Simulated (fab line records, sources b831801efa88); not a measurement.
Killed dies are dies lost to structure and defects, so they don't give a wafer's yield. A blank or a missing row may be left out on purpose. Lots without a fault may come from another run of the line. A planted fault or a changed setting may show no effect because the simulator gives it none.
Which tool did it? | flow gf180mcu | 13 lots, 37 wafers sampled, at 5 steps of a route of 602

WHAT THE GAUGES READ, wafer by wafer
GF_VT_IMPLANT_RS_MEAS_49: measures by four-point-probe. Usual: MVPSD_RS 1168.1 ohm/sq, standard deviation 2.9.
lot  | measured     | on            | MVPSD_RS (ohm/sq)    | flag
L913 | day 7 11:44  | film_metro-03 | 1161.7 1161.6 1164.9 |
L915 | day 8 12:55  | film_metro-03 | 1171.1 1171.4 1170.5 |
L916 | day 8 20:01  | film_metro-04 | 1172.2 1173.0 1169.3 |
L917 | day 8 21:46  | film_metro-04 | 1165.9 1169.4 1168.7 |
L918 | day 9 02:08  | film_metro-04 | 1170.2 1170.9 1166.8 |
L919 | day 9 07:34  | film_metro-04 | 1167.2 1170.2 1170.2 |
L920 | day 9 17:29  | film_metro-03 | 1172.1 1170.1 1170.1 |
L921 | day 10 00:46 | film_metro-01 | 1168.8 1167.2 1168.9 |
L922 | day 10 10:31 | film_metro-04 | 1165.9 1169.3 1168.1 |
L923 | day 10 10:37 | film_metro-01 | 1166.9 1168.8 1166.0 |
L926 | day 11 05:10 | film_metro-03 | 1188.2 1169.4        | OFF
L928 | day 11 18:16 | film_metro-01 | 1187.4 1186.4        | OFF
L935 | day 13 16:01 | film_metro-03 | 1166.8 1166.9 1166.0 |

GF_DUAL_GATE_OVL_MEAS_11. Usual: DUAL_GATE_OVL 1.5 nm, standard deviation 1.6.
lot  | measured     | on         | DUAL_GATE_OVL (nm) | flag
L913 | day 8 06:04  | overlay-01 | 1.8 0.4 1.4        |
L915 | day 9 08:01  | overlay-02 | 1.8 1.7 -0.6       |
L916 | day 9 14:46  | overlay-02 | 0.2 -0.3 0.1       |
L917 | day 9 16:16  | overlay-02 | 0.5 -0.8 0.0       |
L918 | day 9 20:25  | overlay-01 | 2.3 2.0 1.3        |
L919 | day 10 02:54 | overlay-01 | 0.0 0.5 1.0        |
L920 | day 10 12:46 | overlay-01 | 3.7 4.0 2.4        |
L921 | day 10 20:23 | overlay-02 | 0.9 0.7 1.9        |
L922 | day 11 06:34 | overlay-01 | 3.2 2.0 3.0        |
L923 | day 11 07:31 | overlay-01 | 0.2 3.3 1.9        |
L926 | day 12 03:21 | overlay-02 | 1.0 2.9            |
L928 | day 12 15:22 | overlay-01 | 1.3 2.3            |
L935 | day 14 15:34 | overlay-01 | -0.5 0.1 0.9       |

WHICH TOOL RAN EACH LOT (tool, then ch and the chambers of the sampled wafers, then the start)
lot  | GF_MVPSD_IMPLANT_09             | GF_MVPSD_STRIP_10                    | GF_VT_IMPLANT_STRIP_42
L913 | implanter-01 ch 0, day 4 21:44  | plasma_asher-01 ch 0,1, day 4 21:50  | plasma_asher-03 ch 0,1, day 7 11:02
L915 | implanter-01 ch 0, day 5 19:21  | plasma_asher-01 ch 0,1, day 5 19:30  | plasma_asher-04 ch 0,1, day 8 12:14
L916 | implanter-01 ch 0, day 6 02:30  | plasma_asher-03 ch 1, day 6 02:39    | plasma_asher-02 ch 0,1, day 8 19:21
L917 | implanter-03 ch 0, day 6 04:09  | plasma_asher-03 ch 0,1, day 6 04:18  | plasma_asher-03 ch 0,1, day 8 21:05
L918 | implanter-01 ch 0, day 6 09:01  | plasma_asher-01 ch 0,1, day 6 09:08  | plasma_asher-04 ch 0,1, day 9 01:26
L919 | implanter-01 ch 0, day 6 12:15  | plasma_asher-03 ch 0,1, day 6 12:24  | plasma_asher-04 ch 0,1, day 9 06:53
L920 | implanter-03 ch 0, day 6 23:13  | plasma_asher-02 ch 0,1, day 6 23:21  | plasma_asher-04 ch 0,1, day 9 16:48
L921 | implanter-03 ch 0, day 7 04:07  | plasma_asher-02 ch 0,1, day 7 04:13  | plasma_asher-04 ch 0,1, day 9 23:58
L922 | implanter-03 ch 0, day 7 06:06  | plasma_asher-03 ch 0,1, day 7 06:15  | plasma_asher-04 ch 0,1, day 10 09:50
L923 | implanter-01 ch 0, day 7 12:57  | plasma_asher-03 ch 0,1, day 7 13:05  | plasma_asher-02 ch 0,1, day 10 09:56
L926 | implanter-01 ch 0, day 8 06:30  | plasma_asher-01 ch 0, day 8 06:39    | plasma_asher-03 ch 0,1, day 11 04:29
L928 | implanter-01 ch 0, day 8 18:27  | plasma_asher-03 ch 0,1, day 8 18:36  | plasma_asher-03 ch 0,1, day 11 17:35
L935 | implanter-03 ch 0, day 10 10:27 | plasma_asher-01 ch 0,1, day 10 10:36 | plasma_asher-03 ch 0,1, day 13 15:20
- GF_MVPSD_IMPLANT_09
- GF_MVPSD_STRIP_10: strips in O2/N2.
- GF_VT_IMPLANT_STRIP_42: strips in O2/N2.

WHAT THE TOOLS THEMSELVES READ (means of the sampled wafers that have a number; where no wafer has one, the mark that the record gives instead)
GF_MVPSD_STRIP_10. Usual: drypump_motor_current_A 5.9 A, standard deviation 0.43; heater_power_w 341 W, standard deviation 38; n2_flow_sccm 299.9 sccm, standard deviation 0.91; oes_product_au 0.722 a.u., standard deviation 0.005; strip_time_to_endpoint_s 36.97 s, standard deviation 0.11.
lot  | tool            | drypump_motor_current_A (A) | heater_power_w (W) | n2_flow_sccm (sccm) | oes_product_au (a.u.) | strip_time_to_endpoint_s (s) | flag
L913 | plasma_asher-01 | 6.2                         | 314                | 299.5               | 0.721                 | 37.10                        |
L915 | plasma_asher-01 | 6.2                         | 318                | 300.3               | 0.723                 | 37.14                        |
L916 | plasma_asher-03 | 5.8                         | 357                | 299.8               | 0.718                 | 36.87                        |
L917 | plasma_asher-03 | 5.5                         | 317                | 300.6               | 0.723                 | 36.97                        |
L918 | plasma_asher-01 | 6.2                         | 314                | 299.7               | 0.722                 | 36.98                        |
L919 | plasma_asher-03 | 5.5                         | 320                | 300.3               | 0.719                 | 37.00                        |
L920 | plasma_asher-02 | 6.1                         | 403                | 300.4               | 0.718                 | 36.82                        |
L921 | plasma_asher-02 | 6.1                         | 394                | 300.2               | 0.722                 | 36.98                        |
L922 | plasma_asher-03 | 5.5                         | 319                | 298.9               | 0.724                 | 36.72                        |
L923 | plasma_asher-03 | 5.5                         | 312                | 300.4               | 0.727                 | 36.93                        |
L926 | plasma_asher-01 | 6.4                         | 326                | 301.6               | 0.720                 | 36.98                        |
L928 | plasma_asher-03 | 5.6                         | 326                | 299.6               | 0.720                 | 36.94                        |
L935 | plasma_asher-01 | 6.3                         | 315                | 300.5               | 0.723                 | 37.09                        |

GF_VT_IMPLANT_STRIP_42. Usual: drypump_motor_current_A 5.6 A, standard deviation 0.39; heater_power_w 343 W, standard deviation 51; n2_flow_sccm 299.8 sccm, standard deviation 0.9; oes_product_au 0.716 a.u., standard deviation 0.0049; strip_time_to_endpoint_s 12.63 s, standard deviation 0.035.
lot  | tool            | drypump_motor_current_A (A) | heater_power_w (W) | n2_flow_sccm (sccm) | oes_product_au (a.u.) | strip_time_to_endpoint_s (s) | flag
L913 | plasma_asher-03 | 5.7                         | 335                | 299.9               | 0.717                 | 12.62                        |
L915 | plasma_asher-04 | 5.5                         | 305                | 299.7               | 0.713                 | 12.56                        |
L916 | plasma_asher-02 | 5.7                         | 385                | 300.6               | 0.718                 | 12.65                        |
L917 | plasma_asher-03 | 5.7                         | 335                | 300.1               | 0.711                 | 12.57                        |
L918 | plasma_asher-04 | 5.4                         | 356                | 298.9               | 0.716                 | 12.64                        |
L919 | plasma_asher-04 | 5.6                         | 308                | 300.0               | 0.712                 | 12.60                        |
L920 | plasma_asher-04 | 5.3                         | 357                | 299.6               | 0.713                 | 12.66                        |
L921 | plasma_asher-04 | 5.6                         | 308                | 299.7               | 0.713                 | 12.61                        |
L922 | plasma_asher-04 | 5.6                         | 308                | 299.9               | 0.715                 | 12.63                        |
L923 | plasma_asher-02 | 6.1                         | 392                | 300.1               | 0.713                 | 12.62                        |
L926 | plasma_asher-03 | 5.6                         | 326                | 300.1               | 0.716                 | 12.59                        |
L928 | plasma_asher-03 | 5.6                         | 327                | 299.2               | 0.720                 | 12.66                        |
L935 | plasma_asher-03 | 5.7                         | 335                | 299.4               | 0.715                 | 12.64                        |

THE ANSWER, worked out from the rows above alone
Rule: a lot is off if the mean of its wafers that have a number lies more than 3 standard deviations from the usual mean. A lot without any number at a reading at which 4 lots or more have one is off too. The other lots that the step has rows for count as sound. The gauges are gone through in route order, then the tools' own readings, and for those a lot's mean is taken as printed above. The first step at which some lot is off is used, and at that step the reading that is off furthest; a lot without a number counts as furthest.
Off: L926, L928, at GF_VT_IMPLANT_RS_MEAS_49 (MVPSD_RS).
A tool fits if, at a process step before that reading, it ran every lot that is off, and no sound lot after the first of them. The gauges at GF_VT_IMPLANT_RS_MEAS_49 are tried like those tools. One fits: implanter-01 at GF_MVPSD_IMPLANT_09. Its last sound lot is L923 (day 7 12:57), its first lot that is off L926 (day 8 06:30): a fault that began between those two fits.

WHAT THE SIMULATOR HAD PUT IN
Process parameter drift: implanter-01, from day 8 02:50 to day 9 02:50, at GF_MVPSD_IMPLANT_09. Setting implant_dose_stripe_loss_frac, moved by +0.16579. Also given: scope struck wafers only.
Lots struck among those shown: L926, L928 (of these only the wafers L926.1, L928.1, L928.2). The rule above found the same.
